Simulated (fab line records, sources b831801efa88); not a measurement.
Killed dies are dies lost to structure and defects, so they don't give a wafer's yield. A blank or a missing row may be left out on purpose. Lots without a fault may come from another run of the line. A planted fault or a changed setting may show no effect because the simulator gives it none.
One fault seen from 2 desks | flow gf180mcu | each desk has only its own numbers; what lay behind them comes last

THE TOOL OWNER'S DESK: plasma_asher-01
The tool's own readings at GF_M3_STRIP_17 (strips in O2/N2): means of the sampled wafers that have a number, for each lot that ran on this tool. A lot is out of limits, marked OUT, if its mean lies more than 4 standard deviations from the usual mean; the brackets give that distance.
Columns: A = chamber_pressure_mTorr at GF_M3_STRIP_17, usual 1500.1 mTorr; B = drypump_motor_current_A at GF_M3_STRIP_17, usual 6.41 A; C = heater_power_w at GF_M3_STRIP_17, usual 355 W; D = n2_flow_sccm at GF_M3_STRIP_17, usual 300.0 sccm; E = oes_product_au at GF_M3_STRIP_17, usual 0.537 a.u.; F = strip_time_to_endpoint_s at GF_M3_STRIP_17, usual 7.40 s
lot  | first seen here | A      | B    | C   | D     | E     | F
L699 | day 22 02:06    | 1501.5 | 6.52 | 366 | 300.0 | 0.536 | 7.35
This desk's finding: nothing out of limits on the one lot.

THE METROLOGY DESK
What the gauges read, lot by lot, whatever tool the lot ran on: means of the sampled wafers that have a number. A lot is out of limits, marked OUT, if its mean lies more than 4 standard deviations from the usual mean; the brackets give that distance.
Columns: A = M3_ALCU_RS at GF_M3_RS_MEAS_05, usual 0.0692 ohm/sq; B = M3_ALCU_THK at GF_M3_THK_MEAS_06, usual 452 nm; C = cd_nm at GF_M3_CD_MEAS_14, usual 280.1 nm; D = M3_OVL at GF_M3_OVL_MEAS_15, usual 2 nm
lot  | first seen here | A      | B   | C     | D
L699 | day 21 02:58    | 0.0698 | 449 | 279.0 | 3
L705 | day 23 12:22    | 0.0703 | 447 | 279.3 | 1
L706 | day 23 18:29    | 0.0684 | 459 | 280.6 | 1
L707 | day 24 06:29    | 0.0699 | 446 | 280.3 | 3
L708 | day 24 11:01    | 0.0692 | 451 | 279.1 | 4
L719 | day 27 19:28    | 0.0689 | 456 | 278.9 | 2
This desk's finding: nothing out of limits on any of the 6 lots.

PUT TOGETHER
The tool owner's desk saw nothing out of limits.
The metrology desk saw nothing out of limits.

WHAT THE SIMULATOR HAD PUT IN
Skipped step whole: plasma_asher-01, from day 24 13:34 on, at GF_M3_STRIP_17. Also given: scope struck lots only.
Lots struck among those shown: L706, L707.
